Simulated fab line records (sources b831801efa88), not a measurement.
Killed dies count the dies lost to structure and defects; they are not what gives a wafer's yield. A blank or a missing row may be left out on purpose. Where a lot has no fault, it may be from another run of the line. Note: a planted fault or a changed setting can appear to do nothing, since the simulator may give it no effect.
Which of the tools did it?	flow gf180mcu	30 wafers from 10 lots sampled at 6 of the route's 602 steps

WHAT THE GAUGES SHOWED, per wafer
GF_TOP_METAL_RS_MEAS_05: measures by four-point-probe. Usual: TOP_METAL_ALCU_RS typically reads 0.0327 ohm/sq, with standard deviation 0.00038.
lot	measured	on	TOP_METAL_ALCU_RS (ohm/sq)	flag
L873	day 28 07:40	film metro-01	0.0324 0.0323 0.0321	
L876	day 29 03:16	film metro-01	0.0324 0.0321 0.0321	
L878	day 29 20:22	film metro-01	0.0326 0.0324 0.0321	
L881	day 30 17:33	film metro-01	0.0328 0.0330 0.0331	
L883	day 31 02:59	film metro-04	0.0330 0.0327 0.0331	
L885	day 31 18:32	film metro-01	0.0329 0.0325 0.0326	
L886	day 32 01:06	film metro-01	0.0322 0.0321 0.0322	
L889	day 32 18:36	film metro-01	0.0326 0.0327 0.0329	
L893	day 33 14:34	film metro-04	0.0604 0.0605 0.0605	OFF
L894	day 33 18:55	film metro-04	0.0609 0.0606 0.0618	OFF

GF_TOP_METAL_THK_MEAS_06: measures by xrf. Usual: TOP_METAL_ALCU_THK typically reads 905 nm, with standard deviation 11.
lot	measured	on	TOP_METAL_ALCU_THK (nm)	flag
L873	day 28 07:47	film metro-01	923 927 933	
L876	day 29 03:23	film metro-01	911 921 920	
L878	day 29 20:29	film metro-01	908 912 921	
L881	day 30 17:40	film metro-01	899 896 886	
L883	day 31 03:05	film metro-04	896 905 889	
L885	day 31 18:38	film metro-01	899 910 906	
L886	day 32 01:13	film metro-01	917 922 918	
L889	day 32 18:42	film metro-01	906 903 904	
L893	day 33 14:41	film metro-04	494 494 494	OFF
L894	day 33 19:02	film metro-04	488 494 482	OFF

TOOL THAT RAN EACH LOT (tool first, then ch and the chambers of the sampled wafers, then the start)
lot	GF_V5_SPUTTER_22	GF_TOP_METAL_SPUTTER_00	GF_TOP_METAL_SPUTTER_02	GF_TOP_METAL_SPUTTER_03
L873	pvd sputter-02, day 28 06:49	pvd sputter-02, day 28 07:27	pvd sputter-02, day 28 07:35	pvd sputter-02, day 28 07:37
L876	pvd sputter-03, day 29 02:24	pvd sputter-02, day 29 03:02	pvd sputter-02, day 29 03:10	pvd sputter-02, day 29 03:12
L878	pvd sputter-03, day 29 19:27	pvd sputter-04, day 29 20:09	pvd sputter-04, day 29 20:17	pvd sputter-04, day 29 20:19
L881	pvd sputter-03, day 30 16:42	pvd sputter-01, day 30 17:20	pvd sputter-01, day 30 17:28	pvd sputter-01, day 30 17:30
L883	pvd sputter-04, day 31 02:06	pvd sputter-01, day 31 02:43	pvd sputter-01, day 31 02:50	pvd sputter-01, day 31 02:53
L885	pvd sputter-04, day 31 17:38	pvd sputter-01, day 31 18:16	pvd sputter-01, day 31 18:24	pvd sputter-01, day 31 18:27
L886	pvd sputter-03, day 32 00:15	pvd sputter-02, day 32 00:53	pvd sputter-02, day 32 01:01	pvd sputter-02, day 32 01:04
L889	pvd sputter-03, day 32 17:42	pvd sputter-02, day 32 18:20	pvd sputter-02, day 32 18:28	pvd sputter-02, day 32 18:31
L893	pvd sputter-04, day 33 13:42	pvd sputter-02, day 33 14:20	pvd sputter-02, day 33 14:28	pvd sputter-02, day 33 14:31
L894	pvd sputter-04, day 33 17:57	pvd sputter-02, day 33 18:41	pvd sputter-02, day 33 18:49	pvd sputter-02, day 33 18:52
- GF_V5_SPUTTER_22: material TiN, target thk 10 nm, time 40 s.
- GF_TOP_METAL_SPUTTER_00: material Ti, target thk 37.5 nm, time 150 s.
- GF_TOP_METAL_SPUTTER_02: material AlCu, target thk 900 nm, time 47.82 s.
- GF_TOP_METAL_SPUTTER_03: material Ti, target thk 5 nm, time 3.3 s.

AS READ BY THE TOOLS THEMSELVES (means over the sampled wafers that have a number; for cases with no such wafer, the mark the record gives instead)
GF_V5_SPUTTER_22. Usual: cathode dc power W 4000.0 W, standard deviation 0.68; throttle valve pct 30.1 %, standard deviation 0.91.
lot	tool	cathode dc power W (W)	throttle valve pct (%)	flag
L873	pvd sputter-02	4000.0	29.5	
L876	pvd sputter-03	4000.6	30.5	
L878	pvd sputter-03	4000.5	30.6	
L881	pvd sputter-03	3999.6	30.9	
L883	pvd sputter-04	3999.6	29.4	
L885	pvd sputter-04	4000.5	30.9	
L886	pvd sputter-03	3999.3	31.0	
L889	pvd sputter-03	3999.8	29.9	
L893	pvd sputter-04	3999.1	29.9	
L894	pvd sputter-04	4000.7	30.2	

GF_TOP_METAL_SPUTTER_00. Usual: cathode dc power W 4000.1 W, standard deviation 0.71; throttle valve pct 29.8 %, standard deviation 0.75.
lot	tool	cathode dc power W (W)	throttle valve pct (%)	flag
L873	pvd sputter-02	3999.9	29.5	
L876	pvd sputter-02	4000.2	29.4	
L878	pvd sputter-04	4000.5	29.4	
L881	pvd sputter-01	3999.9	30.3	
L883	pvd sputter-01	4000.9	30.1	
L885	pvd sputter-01	4000.9	30.2	
L886	pvd sputter-02	4000.5	29.6	
L889	pvd sputter-02	3999.7	30.2	
L893	pvd sputter-02	4000.8	29.9	
L894	pvd sputter-02	4000.3	30.0	

GF_TOP_METAL_SPUTTER_02. Usual: cathode dc power W 10600 W, standard deviation 1.8; throttle valve pct 29.8 %, standard deviation 0.73.
lot	tool	cathode dc power W (W)	throttle valve pct (%)	flag
L873	pvd sputter-02	10598	29.4	
L876	pvd sputter-02	10601	29.6	
L878	pvd sputter-04	10599	29.4	
L881	pvd sputter-01	10601	30.2	
L883	pvd sputter-01	10598	30.1	
L885	pvd sputter-01	10600	30.0	
L886	pvd sputter-02	10600	29.6	
L889	pvd sputter-02	10601	30.3	
L893	pvd sputter-02	5676	29.7	OFF
L894	pvd sputter-02	5678	30.0	OFF

GF_TOP_METAL_SPUTTER_03. Usual: cathode dc power W 3000.0 W, standard deviation 0.51; throttle valve pct 29.8 %, standard deviation 0.74.
lot	tool	cathode dc power W (W)	throttle valve pct (%)	flag
L873	pvd sputter-02	2999.8	29.4	
L876	pvd sputter-02	2999.8	29.3	
L878	pvd sputter-04	3000.0	29.5	
L881	pvd sputter-01	3000.2	30.1	
L883	pvd sputter-01	3000.2	30.3	
L885	pvd sputter-01	3000.4	30.2	
L886	pvd sputter-02	2999.6	29.8	
L889	pvd sputter-02	2999.7	30.2	
L893	pvd sputter-02	3000.4	29.9	
L894	pvd sputter-02	3000.0	29.8	

THE ANSWER, worked out from the rows above alone
Rule: lot off if the mean of its wafers having a number is beyond 3 standard deviations from the usual mean. A lot without any number at a reading at which 4 lots or more have one is off too. Any other lot the step has rows for is counted as sound. Order of review: gauges by route order, followed by the tools' own readings, for which a lot's mean as printed above is used. The first step at which some lot is off is used, and at that step the reading that is off furthest; a lot without a number counts as furthest.
Off: L893, L894, seen at GF_TOP_METAL_RS_MEAS_05 (TOP_METAL_ALCU_RS).
A tool fits if, at a process step before that reading, it ran every lot that is off, and no sound lot after the first of them. The gauges at GF_TOP_METAL_RS_MEAS_05 aren't tried: what is off there is off at GF_TOP_METAL_SPUTTER_02 too, on other tools, and a gauge's error can't cause that. Undecided on this evidence; 2 tools fit (pvd sputter-04 at GF_V5_SPUTTER_22, pvd sputter-02 at GF_TOP_METAL_SPUTTER_00 and GF_TOP_METAL_SPUTTER_02 and GF_TOP_METAL_SPUTTER_03).

WHAT THE SIMULATOR PUT IN
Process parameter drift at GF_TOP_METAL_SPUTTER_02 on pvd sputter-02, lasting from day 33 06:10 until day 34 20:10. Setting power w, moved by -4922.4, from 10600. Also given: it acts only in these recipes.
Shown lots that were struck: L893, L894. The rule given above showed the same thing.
